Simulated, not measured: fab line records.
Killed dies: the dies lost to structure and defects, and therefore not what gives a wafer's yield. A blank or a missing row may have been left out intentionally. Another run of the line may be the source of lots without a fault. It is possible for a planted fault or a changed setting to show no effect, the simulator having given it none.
Split-lot study ; flow gf180mcu ; route with 602 steps; 5 lots, 23 wafers read

== ABOUT THE SPLIT ==
At GF_M3_SPUTTER_04 (material TiN, target thk 50 nm, time 41.7 s), the setting timeS was moved away from the recipe's 41.7 s on 7 of the 23 wafers read, by -6.8% to +8.5%. For the rest of the wafers, this setting stayed at what the recipe calls for.

The reading comes from the split's own step.

== THE READING ==
TiN_of_M3_SPUTTER_04.thkNm (the simulator's own value, which no gauge read), in nm, at GF_M3_SPUTTER_04 (material TiN, target thk 50 nm, time 41.7 s). The file gives no usual value for it. The 16 wafers here that ran the recipe average 49.57 nm, standard deviation 0.59 nm.

wafer;tool, chamber at the split;timeS as run, s;against the recipe;TiN_of_M3_SPUTTER_04.thkNm, nm;against lot-mates on the recipe
L074.1;pvdSputter-02, -;43.54;+4.4%;52.24;+2.54
L074.3;pvdSputter-02, -;41.7;recipe;49.93;-
L074.4;pvdSputter-02, -;41.7;recipe;49.48;-
L074.5;pvdSputter-02, -;43.54;+4.4%;52.71;+3.01
L074.6;pvdSputter-02, -;43.54;+4.4%;52.59;+2.89
L076.1;pvdSputter-01, -;41.7;recipe;50.33;-
L076.4;pvdSputter-01, -;41.7;recipe;50.44;-
L076.5;pvdSputter-01, -;41.7;recipe;50.63;-
L080.1;pvdSputter-02, -;41.7;recipe;49.56;-
L080.2;pvdSputter-02, -;41.7;recipe;49.75;-
L080.4;pvdSputter-02, -;41.7;recipe;49.73;-
L080.5;pvdSputter-02, -;41.7;recipe;49.93;-
L080.6;pvdSputter-02, -;41.7;recipe;49.47;-
L083.1;pvdSputter-02, -;45.26;+8.5%;53.01;+4.29
L083.2;pvdSputter-02, -;41.7;recipe;48.88;-
L083.3;pvdSputter-02, -;41.7;recipe;48.8;-
L083.4;pvdSputter-02, -;41.7;recipe;48.47;-
L083.6;pvdSputter-02, -;45.26;+8.5%;52.83;+4.11
L085.1;pvdSputter-03, -;41.7;recipe;48.99;-
L085.2;pvdSputter-03, -;41.7;recipe;49.61;-
L085.4;pvdSputter-03, -;38.86;-6.8%;45.77;-3.47
L085.5;pvdSputter-03, -;38.86;-6.8%;45.87;-3.37
L085.6;pvdSputter-03, -;41.7;recipe;49.13;-

FIT RESULTS
A straight line over all 23 wafers: TiN_of_M3_SPUTTER_04.thkNm changes by +0.496 nm for each +1% of timeS; r = +0.94; the points scatter about the line by 0.67 nm.
The same after taking each lot's own level away (the mean of its wafers on the recipe; 23 wafers): +0.521 nm for each +1%; r = +0.99; scatter 0.27 nm.
The reading moves by 4.4 nm for the largest change in timeS, on that fit.
Across the lots, their own levels run from 48.717 to 50.467 nm, a range of 3.0 times the standard deviation given above.
Consequently the slope shifts little with the lot-to-lot level, the two slopes agreeing.
Check: with one of the wafers moved furthest among these (+8.5%) left out of the fit, the line predicts +4.57 nm for it against its lot-mates. It came out at +4.29 nm against them.

== ADDITIONAL SPLITS CARRIED BY THESE WAFERS ==
Other splits were also applied to these wafers ahead of the reading. Each is held against what the fit with the lots' levels taken away leaves over:
other split on the same wafers;wafers away from the commonest value;r with TiN_of_M3_SPUTTER_04.thkNm (lot level and that fit taken away)
GF_V1_COAT_09 resistThkNm;11;+0.43
GF_V1_SOFTBAKE_10 tempC;3;-0.08
GF_M2_SPUTTER_00 powerW;10;-0.16
GF_M2_EXPOSE_11 doseMj;4;+0.00
GF_M2_METAL_ETCH_16 timeS;5;-0.13
GF_V2_COAT_09 resistThkNm;9;-0.15
GF_V2_SPUTTER_22 chamberPressurePa;18;-0.27

== FILE'S OWN FIT ==
TiN_of_M3_SPUTTER_04.thkNm changes by +0.516 nm for each +1% of timeS, r = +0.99.
